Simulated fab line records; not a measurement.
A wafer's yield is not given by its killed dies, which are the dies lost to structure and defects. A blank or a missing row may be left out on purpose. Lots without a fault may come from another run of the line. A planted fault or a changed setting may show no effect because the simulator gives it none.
What tool caused it? ; flow gf180mcu ; Sampling: 12 lots, 36 wafers, 6 of 602 route steps

== WHAT THE GAUGES READ, wafer by wafer ==
GF_HV_LDD_OVL_MEAS_08.
lot;measured;on;HV_LDD_OVL (nm)
L405;day 9 22:54;overlay-01;1.7 -0.2 -0.6
L408;day 10 19:39;overlay-01;3.2 1.2 1.9
L409;day 11 03:00;overlay-01;-0.2 1.0 2.0
L410;day 11 13:00;overlay-01;0.7 0.6 0.3
L412;day 12 03:40;overlay-01;1.6 0.7 1.0
L415;day 12 23:55;overlay-01;2.9 1.3 -0.1
L416;day 13 07:34;overlay-02;1.1 3.1 -0.5
L418;day 14 00:00;overlay-01;3.9 1.1 0.6
L419;day 14 05:40;overlay-01;1.1 0.2 1.6
L420;day 14 15:22;overlay-02;-1.2 -1.5 -1.9
L423;day 15 10:36;overlay-02;3.5 2.5 1.1
L427;day 16 21:24;overlay-01;3.0 0.0 0.6

GF_HV_LDD_TW_MEAS_11.
lot;measured;on;HV_LDD_TW
L405;day 9 23:11;film metro-01;2414 2426 2427
L408;day 10 19:56;film metro-01;2429 2439 2435
L409;day 11 03:17;film metro-03;2392 2391 2384
L410;day 11 13:17;film metro-04;2383 2398 2395
L412;day 12 03:58;film metro-01;2428 2455 2435
L415;day 13 00:13;film metro-01;2434 2441 2437
L416;day 13 07:51;film metro-01;2440 2438 2433
L418;day 14 00:17;film metro-01;2442 2444 2446
L419;day 14 05:58;film metro-04;2393 2398 2393
L420;day 14 15:39;film metro-04;2386 2388 2397
L423;day 15 10:53;film metro-03;2358 2372 2387
L427;day 16 21:41;film metro-03;2398 2393 2392

GF_HV_LDD_THK_MEAS_57.
lot;measured;on;HV_LDD_CVD_56_THK (nm)
L405;day 12 09:13;film metro-03;89.9 90.6 89.7
L408;day 13 09:59;film metro-03;89.5 89.0 88.5
L409;day 13 16:58;film metro-03;90.9 91.0 90.9
L410;day 14 03:15;film metro-04;89.1 89.6 89.4
L412;day 14 19:59;film metro-03;92.3 91.9 92.6
L415;day 15 19:34;film metro-03;89.2 89.3 89.7
L416;day 16 04:02;film metro-04;89.1 89.6 89.3
L418;day 16 20:58;film metro-04;89.6 90.4 90.8
L419;day 17 05:29;film metro-01;91.3 91.3 91.4
L420;day 17 17:07;film metro-01;143.5 144.0 142.5
L423;day 18 13:38;film metro-03;89.7 89.8 90.6
L427;day 20 01:15;film metro-04;89.8 90.2 89.1

GF_NSD_OVL_MEAS_08.
lot;measured;on;NSD_OVL (nm)
L405;day 13 04:36;overlay-01;-2.6 -2.6 -1.4
L408;day 14 06:00;overlay-02;0.9 0.6 -0.2
L409;day 14 13:44;overlay-01;1.6 0.8 0.9
L410;day 15 00:39;overlay-01;0.0 0.3 0.0
L412;day 15 17:30;overlay-02;-3.6 -1.5 -1.3
L415;day 16 18:06;overlay-01;-2.8 -3.7 -2.9
L416;day 17 02:28;overlay-02;0.0 -0.5 -0.6
L418;day 17 20:29;overlay-02;-1.7 -3.3 0.2
L419;day 18 04:45;overlay-01;2.0 0.2 0.9
L423;day 19 13:30;overlay-01;0.9 0.8 -0.1
L427;day 21 00:57;overlay-01;0.0 -0.5 -0.8

== WHICH TOOL RAN EACH LOT (tool, then ch and the chambers of the sampled wafers, then the start) ==
lot;GF_HV_LDD_CVD_56;GF_HV_LDD_ETCHBACK_58
L405;lpcvd-02 ch 1, day 12 07:47;rie diel-02 ch 0,2,3, day 12 09:16
L408;lpcvd-01 ch 1, day 13 08:34;rie diel-04 ch 0,2,3, day 13 10:03
L409;lpcvd-02 ch 1, day 13 15:32;rie diel-03 ch 0,2,3, day 13 17:01
L410;lpcvd-01 ch 0, day 14 01:49;rie diel-03 ch 1,2, day 14 03:18
L412;lpcvd-02 ch 0, day 14 18:34;rie diel-02 ch 0,2,3, day 14 20:02
L415;lpcvd-01 ch 1, day 15 18:07;rie diel-04 ch 0,1, day 15 19:36
L416;lpcvd-01 ch 1, day 16 02:35;rie diel-04 ch 1,2,3, day 16 04:04
L418;lpcvd-02 ch 1, day 16 19:32;rie diel-02 ch 0,2,3, day 16 21:01
L419;lpcvd-02 ch 0, day 17 03:20;rie diel-03 ch 0,2, day 17 05:32
L420;lpcvd-02 ch 0, day 17 13:53;rie diel-04 ch 0,1, day 17 17:10
L423;lpcvd-01 ch 0, day 18 12:11;rie diel-02 ch 1,2, day 18 13:41
L427;lpcvd-01 ch 1, day 19 23:49;rie diel-03 ch 1,2,3, day 20 01:18
- GF_HV_LDD_CVD_56: deposits Si3N4 from DCS/NH3, target thk 90 nm, time 1543 s.
- GF_HV_LDD_ETCHBACK_58: etches Si3N4 in CH3F/O2, stops on SiO2, time 100 s, target depth 90 nm.

== WHAT THE TOOLS THEMSELVES READ (means of the sampled wafers that have a number; where no wafer has one, the mark that the record gives instead) ==
GF_HV_LDD_CVD_56.
lot;tool;spike tc bottom C (C);spike tc centre C (C);spike tc lower C (C);spike tc top C (C);spike tc upper C (C);zone power centre pct (%);zone power lower pct (%);zone power upper pct (%)
L405;lpcvd-02;788.0;769.9;771.0;783.4;769.2;13.4;13.67;12.89
L408;lpcvd-01;785.6;770.1;770.9;782.6;769.1;13.5;13.88;12.99
L409;lpcvd-02;786.9;770.0;771.4;783.9;769.3;13.3;13.75;12.69
L410;lpcvd-01;786.4;770.1;770.5;783.0;770.7;13.4;13.97;12.49
L412;lpcvd-02;789.4;770.7;769.2;783.2;769.0;14.1;14.06;12.83
L415;lpcvd-01;785.1;769.2;771.6;781.8;770.4;13.5;13.84;13.14
L416;lpcvd-01;786.5;769.7;770.0;782.5;769.9;13.6;13.79;13.14
L418;lpcvd-02;787.4;771.2;771.6;783.5;769.4;13.4;13.83;12.69
L419;lpcvd-02;788.1;770.8;770.2;783.2;769.8;14.0;13.94;12.74
L420;lpcvd-02;813.2;796.0;794.5;807.0;794.1;15.1;14.92;13.44
L423;lpcvd-01;787.3;768.9;770.0;783.2;771.2;13.5;14.07;12.39
L427;lpcvd-01;786.0;770.4;771.5;780.1;769.4;13.5;13.77;13.16

GF_HV_LDD_ETCHBACK_58.
lot;tool;drypump motor current A (A);oes product au (a.u.);throttle valve pct (%)
L405;rie diel-02;5.58;0.844;10.558
L408;rie diel-04;5.66;0.843;10.564
L409;rie diel-03;5.44;0.852;10.575
L410;rie diel-03;5.60;0.840;10.557
L412;rie diel-02;5.59;0.855;10.557
L415;rie diel-04;5.32;0.843;10.561
L416;rie diel-04;5.40;0.843;10.553
L418;rie diel-02;5.60;0.842;10.567
L419;rie diel-03;5.38;0.846;10.553
L420;rie diel-04;5.03;1.001;10.580
L423;rie diel-02;5.60;0.844;10.569
L427;rie diel-03;5.56;0.839;10.555

== THE ANSWER, worked out from the rows above alone ==
Rule: the usual values come from the lots themselves. The widest of any qualifying gaps counts: lots, ordered by their means at a reading, are off when they make up no more than a third of the lots, leave a main group of 4 or more, and stand apart from it by 3 or more times the standard deviation of that group's means. If all means in a main group match to the digits the tables above print for the reading, that group is not used. Also off: a lot with no number at a reading for which 4 or more lots have one. Where the step has rows for the other lots, those lots are counted as sound. Order of review: gauges by route order, followed by the tools' own readings, for which a lot's mean as printed above is used. At the first step where some lot is off, the reading lying furthest off is the one used; lots without a number count as furthest.
Off: at GF_HV_LDD_OVL_MEAS_08 (HV_LDD_OVL), L420. Main group: mean 1.3 nm, sd 0.6.
If a tool, at a process step before that reading, ran all the lots that are off and no sound lot after the first of them, it fits. The gauges at GF_HV_LDD_OVL_MEAS_08 aren't tried: what is off there is off at GF_HV_LDD_THK_MEAS_57 too, on other tools, and a gauge's error can't cause that. Not one of the candidates tried fits.

== WHAT THE SIMULATOR PUT IN ==
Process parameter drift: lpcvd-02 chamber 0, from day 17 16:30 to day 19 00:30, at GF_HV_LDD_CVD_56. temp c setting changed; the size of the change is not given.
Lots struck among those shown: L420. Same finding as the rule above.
